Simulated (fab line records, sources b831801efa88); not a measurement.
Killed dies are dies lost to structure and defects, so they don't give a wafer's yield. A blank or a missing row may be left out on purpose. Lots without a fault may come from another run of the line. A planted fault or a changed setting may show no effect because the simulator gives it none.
One fault seen from 2 desks | flow sfq_line | each desk has only its own numbers; what lay behind them comes last

THE TOOL OWNER'S DESK: pvd_sputter-03
The tool's own readings at SFQ_TRILAYER_JJ_TRILAYER_DEP_SPUTTER_112 (material Nb, target thk 170 nm, time 113.3 s): means of the sampled wafers that have a number, for each lot that ran on this tool. A lot is out of limits, marked OUT, if its mean lies more than 4 standard deviations from the usual mean; the brackets give that distance.
Columns: A = base_pressure_pa at SFQ_TRILAYER_JJ_TRILAYER_DEP_SPUTTER_112, usual 1.33e-06 Pa; B = throttle_valve_pct at SFQ_TRILAYER_JJ_TRILAYER_DEP_SPUTTER_112, usual 30.1 %
lot  | first seen here | A        | B
L903 | day 56 23:26    | 1.29e-06 | 28.9
L904 | day 57 05:37    | 1.41e-06 | 30.3
L906 | day 57 15:45    | 1.33e-06 | 30.0
L915 | day 65 14:53    | 1.29e-06 | 30.0
This desk's finding: nothing out of limits on any of the 4 lots.

THE METROLOGY DESK
What the gauges read, lot by lot, whatever tool the lot ran on: means of the sampled wafers that have a number. A lot is out of limits, marked OUT, if its mean lies more than 4 standard deviations from the usual mean; the brackets give that distance.
Columns: A = JJ_NB_RS at SFQ_JJ_RS_MEAS_929, usual 1.041 ohm/sq
lot  | first seen here | A
L903 | day 56 23:34    | 1.053
L904 | day 57 05:42    | 1.032
L905 | day 57 11:02    | 1.030
L906 | day 57 15:50    | 1.041
L907 | day 58 11:29    | 1.043
L912 | day 64 10:25    | 1.032
L915 | day 65 14:58    | 1.316 (+20) OUT
L918 | day 66 06:34    | 1.043
L921 | day 67 01:10    | 1.059
L922 | day 67 09:01    | 1.025
L923 | day 67 12:40    | 1.052
L924 | day 67 17:34    | 1.035
L926 | day 68 05:32    | 1.039
This desk's finding: out of limits on L915; first on L915, day 65 14:58 (JJ_NB_RS at SFQ_JJ_RS_MEAS_929). In limits: L903, L904, L905, L906, L907, L912, L918, L921, L922, L923, L924, L926.

PUT TOGETHER
The metrology desk could have raised an alarm at day 65 14:58, on L915.
The tool owner's desk saw nothing out of limits.
The tool owner's desk has L915 on record, within its limits.
Of the lots named, all ran SFQ_TRILAYER_JJ_TRILAYER_DEP_SPUTTER_112 on pvd_sputter-03.

WHAT THE SIMULATOR HAD PUT IN
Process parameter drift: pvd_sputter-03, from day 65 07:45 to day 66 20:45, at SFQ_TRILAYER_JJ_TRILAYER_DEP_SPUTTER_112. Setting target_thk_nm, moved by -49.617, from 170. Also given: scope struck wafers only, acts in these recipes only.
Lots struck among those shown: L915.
Hours from the fault's start to each desk's first reading out of limits: the metrology desk, 7.
